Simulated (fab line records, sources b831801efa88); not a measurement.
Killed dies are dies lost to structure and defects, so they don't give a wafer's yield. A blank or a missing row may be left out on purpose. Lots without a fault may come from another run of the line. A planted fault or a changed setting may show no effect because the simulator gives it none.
Which tool did it? | flow sky130 | 11 lots, 33 wafers sampled, at 5 steps of a route of 708

WHAT THE GAUGES READ, wafer by wafer
SKY_METAL1_OVL_MEAS_16. Usual: METAL1_OVL 3 nm, standard deviation 5.3.
lot  | measured     | on         | METAL1_OVL (nm) | flag
L206 | day 33 07:15 | overlay-02 | -2 -3 6         |
L208 | day 33 16:39 | overlay-02 | 5 -4 2          |
L210 | day 34 01:07 | overlay-01 | 11 4 11         |
L212 | day 35 19:10 | overlay-01 | 6 11 -2         |
L216 | day 37 00:04 | overlay-02 | 8 8 4           |
L223 | day 39 02:10 | overlay-01 | -4 -6 -2        |
L226 | day 39 09:05 | overlay-02 | -3 3 8          |
L225 | day 39 12:19 | overlay-02 | -15 1 -7        |
L228 | day 39 16:18 | overlay-02 | 1 1 6           |
L227 | day 39 19:26 | overlay-01 | 1 8 0           |
L229 | day 40 02:00 | overlay-02 | 0 2 0           |

SKY_VIA1_THK_MEAS_01. Usual: VIA1_HDPCVD_THK 1033 nm, standard deviation 9.9.
lot  | measured     | on            | VIA1_HDPCVD_THK (nm) | flag
L206 | day 33 08:15 | film_metro-01 | 1029 1040 1041       |
L208 | day 33 17:35 | film_metro-01 | 1035 1037 1044       |
L210 | day 34 02:05 | film_metro-03 | 1034 1046 1043       |
L212 | day 35 20:06 | film_metro-01 | 1024 670 1020        | OFF
L216 | day 37 01:01 | film_metro-01 | 1027 676 1045        | OFF
L223 | day 39 03:08 | film_metro-01 | 1027 1011 1016       |
L226 | day 39 10:03 | film_metro-01 | 1021 1026 1037       |
L225 | day 39 13:19 | film_metro-01 | 1036 1026 1032       |
L228 | day 39 17:25 | film_metro-02 | 1035 1051 1045       |
L227 | day 39 20:23 | film_metro-02 | 1027 1040 1036       |
L229 | day 40 02:59 | film_metro-03 | 1022 1016 1021       |

WHICH TOOL RAN EACH LOT (tool, then ch and the chambers of the sampled wafers, then the start)
lot  | SKY_CONTACT_ETCH_17                | SKY_CONTACT_CMP_27            | SKY_VIA1_HDPCVD_00
L206 | rie_diel-03 ch 1,2,3, day 32 02:56 | cmp-02 ch 1,2,3, day 32 04:10 | hdpcvd-02 ch 0,1, day 33 08:08
L208 | rie_diel-03 ch 2,3, day 32 11:28   | cmp-02 ch 0,2,3, day 32 12:32 | hdpcvd-02 ch 0,1, day 33 17:28
L210 | rie_diel-03 ch 1,2,3, day 32 20:19 | cmp-01 ch 0,2, day 32 21:23   | hdpcvd-02 ch 0,2, day 34 01:58
L212 | rie_diel-02 ch 0,1, day 34 15:31   | cmp-02 ch 0,3, day 34 16:33   | hdpcvd-01 ch 0,1,2, day 35 19:58
L216 | rie_diel-01 ch 0,1, day 35 19:58   | cmp-02 ch 1,2,3, day 35 21:08 | hdpcvd-01 ch 0,1, day 37 00:53
L223 | rie_diel-01 ch 0,3, day 37 22:26   | cmp-02 ch 0,1,3, day 37 23:35 | hdpcvd-02 ch 0,1, day 39 03:01
L226 | rie_diel-02 ch 0,3, day 38 05:46   | cmp-02 ch 0,1,2, day 38 06:56 | hdpcvd-02 ch 0,1, day 39 09:56
L225 | rie_diel-01 ch 0,1,2, day 38 09:43 | cmp-02 ch 0,2,3, day 38 10:47 | hdpcvd-01 ch 0,1,2, day 39 13:11
L228 | rie_diel-02 ch 0,1, day 38 14:14   | cmp-02 ch 1,2,3, day 38 15:26 | hdpcvd-01 ch 0,1,2, day 39 17:20
L227 | rie_diel-02 ch 1,2, day 38 16:04   | cmp-01 ch 1,2, day 38 17:40   | hdpcvd-02 ch 0,2, day 39 20:16
L229 | rie_diel-02 ch 0,1,2, day 39 00:46 | cmp-01 ch 0,1,3, day 39 01:48 | hdpcvd-01 ch 0,1, day 40 02:53
- SKY_CONTACT_ETCH_17: etches SiO2 in C4F8/O2/Ar, stops on Si3N4, target depth 340 nm.
- SKY_CONTACT_CMP_27: polishes, stops on SiO2, t overpolish 15 s, target thk 0 nm.
- SKY_VIA1_HDPCVD_00: deposits SiO2, target thk 1030 nm, time 171.7 s.

WHAT THE TOOLS THEMSELVES READ (means of the sampled wafers that have a number; where no wafer has one, the mark that the record gives instead)
SKY_CONTACT_ETCH_17. Usual: bias_w 1200 W, standard deviation 3.5; oes_product_au 0.891 a.u., standard deviation 0.0045; rf_fwd_power_W 1463 W, standard deviation 6.2.
lot  | tool        | bias_w (W) | oes_product_au (a.u.) | rf_fwd_power_W (W) | flag
L206 | rie_diel-03 | 1198       | 0.891                 | 1466               |
L208 | rie_diel-03 | 1198       | 0.886                 | 1462               |
L210 | rie_diel-03 | 1200       | 0.888                 | 1464               |
L212 | rie_diel-02 | 1197       | 0.893                 | 1462               |
L216 | rie_diel-01 | 1200       | 0.891                 | 1455               |
L223 | rie_diel-01 | 1202       | 0.894                 | 1455               |
L226 | rie_diel-02 | 1203       | 0.897                 | 1463               |
L225 | rie_diel-01 | 1203       | 0.889                 | 1459               |
L228 | rie_diel-02 | 1198       | 0.890                 | 1467               |
L227 | rie_diel-02 | 1202       | 0.888                 | 1468               |
L229 | rie_diel-02 | 1201       | 0.893                 | 1465               |

SKY_CONTACT_CMP_27. Usual: motor_current_A 11.3 A, standard deviation 1.2; overpolish_run_s 15.000 s, standard deviation 0.0098; time_to_endpoint_s 82 s, standard deviation 3.1.
lot  | tool   | motor_current_A (A) | overpolish_run_s (s) | time_to_endpoint_s (s) | flag
L206 | cmp-02 | 10.8                | 14.998               | 84                     |
L208 | cmp-02 | 12.0                | 14.999               | 85                     |
L210 | cmp-01 | 11.6                | 15.007               | 82                     |
L212 | cmp-02 | 11.6                | 14.998               | 84                     |
L216 | cmp-02 | 11.0                | 15.002               | 80                     |
L223 | cmp-02 | 10.6                | 14.993               | 85                     |
L226 | cmp-02 | 11.3                | 15.011               | 84                     |
L225 | cmp-02 | 12.3                | 15.003               | 84                     |
L228 | cmp-02 | 10.9                | 14.990               | 83                     |
L227 | cmp-01 | 11.1                | 14.992               | 82                     |
L229 | cmp-01 | 11.1                | 14.998               | 77                     |

SKY_VIA1_HDPCVD_00. Usual: sih4_flow_sccm 59.98 sccm, standard deviation 0.19.
lot  | tool      | sih4_flow_sccm (sccm) | flag
L206 | hdpcvd-02 | 59.93                 |
L208 | hdpcvd-02 | 60.07                 |
L210 | hdpcvd-02 | 59.68                 |
L212 | hdpcvd-01 | 60.03                 |
L216 | hdpcvd-01 | 59.85                 |
L223 | hdpcvd-02 | 60.08                 |
L226 | hdpcvd-02 | 60.09                 |
L225 | hdpcvd-01 | 60.09                 |
L228 | hdpcvd-01 | 59.99                 |
L227 | hdpcvd-02 | 59.95                 |
L229 | hdpcvd-01 | 59.87                 |

THE ANSWER, worked out from the rows above alone
Rule: a lot is off if the mean of its wafers that have a number lies more than 3 standard deviations from the usual mean. A lot without any number at a reading at which 4 lots or more have one is off too. The other lots that the step has rows for count as sound. The gauges are gone through in route order, then the tools' own readings, and for those a lot's mean is taken as printed above. The first step at which some lot is off is used, and at that step the reading that is off furthest; a lot without a number counts as furthest.
Off: L212, L216, at SKY_VIA1_THK_MEAS_01 (VIA1_HDPCVD_THK).
A tool fits if, at a process step before that reading, it ran every lot that is off, and no sound lot after the first of them. The gauges at SKY_VIA1_THK_MEAS_01 are tried like those tools. None of those tried fits.

WHAT THE SIMULATOR HAD PUT IN
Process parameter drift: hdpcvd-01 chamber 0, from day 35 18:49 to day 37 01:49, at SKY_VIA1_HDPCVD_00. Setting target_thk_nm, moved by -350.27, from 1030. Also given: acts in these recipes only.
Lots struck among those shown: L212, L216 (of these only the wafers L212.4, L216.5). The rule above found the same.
